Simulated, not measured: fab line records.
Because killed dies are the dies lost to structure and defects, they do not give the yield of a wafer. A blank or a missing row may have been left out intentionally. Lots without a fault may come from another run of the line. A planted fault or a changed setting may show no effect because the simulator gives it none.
A lot that was struck, set against a sound lot -- flow sfq line -- 19 out of 325 route steps
Sound: these wafers, L880.3, L880.4, L880.6. Struck: wafers L886.1, L886.5. (L886.4 of the same lot was not struck and is left out.) The cause comes at the end.
Each step with rows lists, per side, the tool, then ch with its chambers, then its first start. Under that, the readings that differ: sound wafers -- struck wafers -- difference of the means -- sigmas: that difference in standard deviations of wafers without a fault.
alike: same words and numbers on both sides, and readings whose means sit less than 2 such deviations apart. not compared: any withheld reading, any reading some wafer has no value for, any bound like >300 that may hide the same value, and any number with overlapping values for which the record gives no deviation.
The two part at a step that has a row with sigmas, a row that says differs or no value, or rows on one side only. Non-overlapping numbers with no deviation appear without sigmas and do not part them. Lack of a reading on every wafer of one side parts them only where that side has two or more wafers.

SFQ_M6_OVL_MEAS_940:
  sound: overlay-02 at day 64 05:29; struck: overlay-02 at day 71 09:58
  alike: M6_OVL
SFQ_TRILAYER_M6_BARC_OPEN_METAL_ETCH_206: etches BARC in O2, target depth 125 nm, time 41.7 s.
  sound on rie metal-03 ch 0,1, day 64 05:32; struck on rie metal-03 ch 0,1, day 71 09:59
  alike: drypump motor current A, oes product au
  not compared: rf hours counter h
then, 1 step without rows for these wafers: SFQ_TRILAYER_M6_ETCH_METAL_ETCH_162 (etches Nb in Cl2/Ar, stops on SiO2, target depth 240 nm, time 120 s).
SFQ_TRILAYER_M6_STRIP_STRIP_163: strips in O2.
  sound on rie metal-03 ch 0,1, day 64 05:54; struck on rie metal-03 ch 0,1, day 71 10:11
  alike: drypump motor current A, oes product au
  not compared: rf hours counter h
then, 1 step without rows for these wafers: SFQ_TRILAYER_M6_STRIP_SOLV_CLEAN_164 (cleans in NMP, time 600 s).
SFQ_TRILAYER_I6_DEP_PECVD_165: deposits SiO2 from SiH4/N2O, time 111.11 s, target thk 500 nm.
  sound on pecvd-01 ch 0,2, day 64 06:28; struck on pecvd-03 ch 0,2, day 71 10:57
  alike: heater power w, throttle valve pct
  not compared: since wet clean h
then, 1 step without rows for these wafers: SFQ_TRILAYER_I6_CMP_CMP_166 (polishes SiO2).
SFQ_I6_BOW_MEAS_941:
  sound: film metro-04 at day 64 20:04; struck: film metro-04 at day 71 14:02
  alike: I6_BOW
SFQ_TRILAYER_I6_METRO_MEASURE_167:
  sound: film metro-04 at day 64 20:33; struck: film metro-04 at day 71 14:09
  alike: thk nm
then, 3 steps without rows for these wafers: SFQ_TRILAYER_I6_VIA_LITHO_COAT_174 (resist thk 62 nm); SFQ_TRILAYER_I6_VIA_LITHO_COAT_169 (resist thk 650 nm); SFQ_TRILAYER_I6_VIA_LITHO_SOFTBAKE_173.
-- the record jumps here: 5 days lie between the struck wafers' starts before and after --
SFQ_TRILAYER_I6_VIA_LITHO_EXPOSE_170: exposes mask I6, target cd 700 nm.
  sound on krf scanner-02 ch 0, day 69 20:44; struck on krf scanner-02 ch 0, day 76 10:20
  alike: mask, exposure dose mJ cm2
then, 2 steps without rows for these wafers: SFQ_TRILAYER_I6_VIA_LITHO_PEB_172 (peb time 60 s); SFQ_TRILAYER_I6_VIA_LITHO_DEVELOP_171 (time 60 s).
SFQ_I6_OVL_MEAS_942:
  sound: overlay-01 at day 69 21:50; struck: overlay-01 at day 76 11:50
  alike: I6_OVL
SFQ_TRILAYER_I6_VIA_BARC_OPEN_VIA_ETCH_235: etches BARC in O2, target depth 125 nm, time 41.7 s.
  sound on rie diel-04 ch 0,2, day 69 21:53; struck on rie diel-01 ch 2,3, day 76 11:53
reading,sound,struck,difference,sigmas
model.I6.cd nm (nm),699.5 699.1 698.5,719.3 720.4,+20.8,
  alike: drypump motor current A, oes product au
  not compared: rf hours counter h
SFQ_TRILAYER_I6_VIA_ETCH_VIA_ETCH_172: etches SiO2 in CHF3, stops on Nb, target depth 260 nm.
  sound on rie diel-04 ch 0,2, day 69 21:59; struck on rie diel-01 ch 2,3, day 76 11:55
reading,sound,struck,difference,sigmas
model.I6.cd nm (nm),696.1 700.3 700.4,717.7 722.1,+21.0,
  alike: drypump motor current A, oes product au
SFQ_TRILAYER_I6_VIA_STRIP_STRIP_173: strips in O2.
  sound on rie metal-01 ch 0,1, day 69 22:18; struck on rie metal-03 ch 1, day 76 12:02
reading,sound,struck,difference,sigmas
drypump motor current A (A),5.5 5.3 5.3,6.6 6.5,+1.2,+3
oes product au (a.u.),1.008 0.990 0.977,1.022 1.022,+0.030,+3
  not compared: rf hours counter h

## WHERE THEY PART
Within this record, at SFQ_TRILAYER_I6_VIA_STRIP_STRIP_173 only.

WHY: what the simulator had put in
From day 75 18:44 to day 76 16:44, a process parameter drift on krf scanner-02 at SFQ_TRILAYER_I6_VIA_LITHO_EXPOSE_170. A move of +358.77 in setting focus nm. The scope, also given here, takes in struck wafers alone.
